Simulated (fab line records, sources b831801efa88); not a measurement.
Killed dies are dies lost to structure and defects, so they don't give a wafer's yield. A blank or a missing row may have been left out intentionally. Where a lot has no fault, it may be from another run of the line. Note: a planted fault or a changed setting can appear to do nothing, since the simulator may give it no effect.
2 desks, one fault :: flow sky130 :: each desk has only its own numbers; what lay behind them comes last

## FOR THE TOOL OWNER'S DESK: litho track-03
The tool's own readings at SKY_VT_ADJUST_HVTP_COAT_02 (resist thk 1140 nm): means of the sampled wafers that have a number, for each lot that ran on this tool. The brackets show how far a lot's mean lies from the usual mean; more than 4 standard deviations puts the lot out of limits, marked OUT.
Columns: A = chill plate temp C at SKY_VT_ADJUST_HVTP_COAT_02, usual 23.01 C; B = resist line temp C at SKY_VT_ADJUST_HVTP_COAT_02, usual 23.01 C; C = spin speed rpm at SKY_VT_ADJUST_HVTP_COAT_02, usual 2999.8 rpm
lot: L285
first seen here: day 6 23:34
A: 23.17
B: 22.97
C: 2950.0 (-26) OUT

lot: L287
first seen here: day 7 12:52
A: 22.99
B: 23.05
C: 2950.0 (-26) OUT

lot: L299
first seen here: day 10 20:28
A: 22.85
B: 22.88
C: 2999.6

lot: L302
first seen here: day 11 15:51
A: 23.11
B: 23.01
C: 2998.5
This desk's verdict: out of limits on L285, L287, starting with L285 at day 6 23:34 (spin speed rpm at SKY_VT_ADJUST_HVTP_COAT_02). In limits: L299, L302.

## THE METROLOGY DESK
Lot by lot, what the gauges showed, no matter which tool ran the lot: averages of those sampled wafers that carry a number. The brackets show how far a lot's mean lies from the usual mean; more than 4 standard deviations puts the lot out of limits, marked OUT.
Columns: A = NWELL_01_OVL at SKY_NWELL_OVL_MEAS_23, usual -0.4 nm; B = NWELL_2_TW at SKY_NWELL_TW_MEAS_26, usual 499; C = NWELL_RS at SKY_NWELL_RS_MEAS_29, usual 625.2 ohm/sq; D = PWDE_RS at SKY_NWELL_RS_MEAS_31, usual 5276 ohm/sq; E = cd nm at SKY_VT_ADJUST_HVTP_CD_MEAS_07, usual 380.0 nm
lot: L280
first seen here: day 5 05:31
A: -2.0
B: 492
C: 625.7
D: 5283
E: 380.4

lot: L285
first seen here: day 6 13:58
A: -1.3
B: 498
C: 624.9
D: 5281
E: 380.8

lot: L287
first seen here: day 7 02:19
A: -0.6
B: 506
C: 623.3
D: 5279
E: 382.2

lot: L299
first seen here: day 10 08:25
A: 1.3
B: 504
C: 625.1
D: 5275
E: 378.9

lot: L300
first seen here: day 10 14:25
A: 0.7
B: 501
C: 624.6
D: 5286
E: 383.3

lot: L302
first seen here: day 11 04:00
A: -0.5
B: 497
C: 624.0
D: 5286
E: 383.3
This desk found nothing out of limits on any of the 6 lots.

## PUT TOGETHER
On L285, L287, at day 6 23:34, an alarm was possible from the tool owner's desk.
Metrology desk: nothing out of limits seen.
The metrology desk holds a record of L285, L287, inside its limits.
The lots listed all ran SKY_VT_ADJUST_HVTP_COAT_02 on litho track-03.

## WHAT HAD BEEN PUT IN BY THE SIMULATOR
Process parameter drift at SKY_VT_ADJUST_HVTP_COAT_02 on litho track-03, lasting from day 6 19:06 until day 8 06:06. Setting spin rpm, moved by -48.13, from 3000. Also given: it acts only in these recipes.
Lots struck among those shown: L285, L287.
Delay in hours, fault start to first out-of-limits reading, by desk: the tool owner's desk at 4.
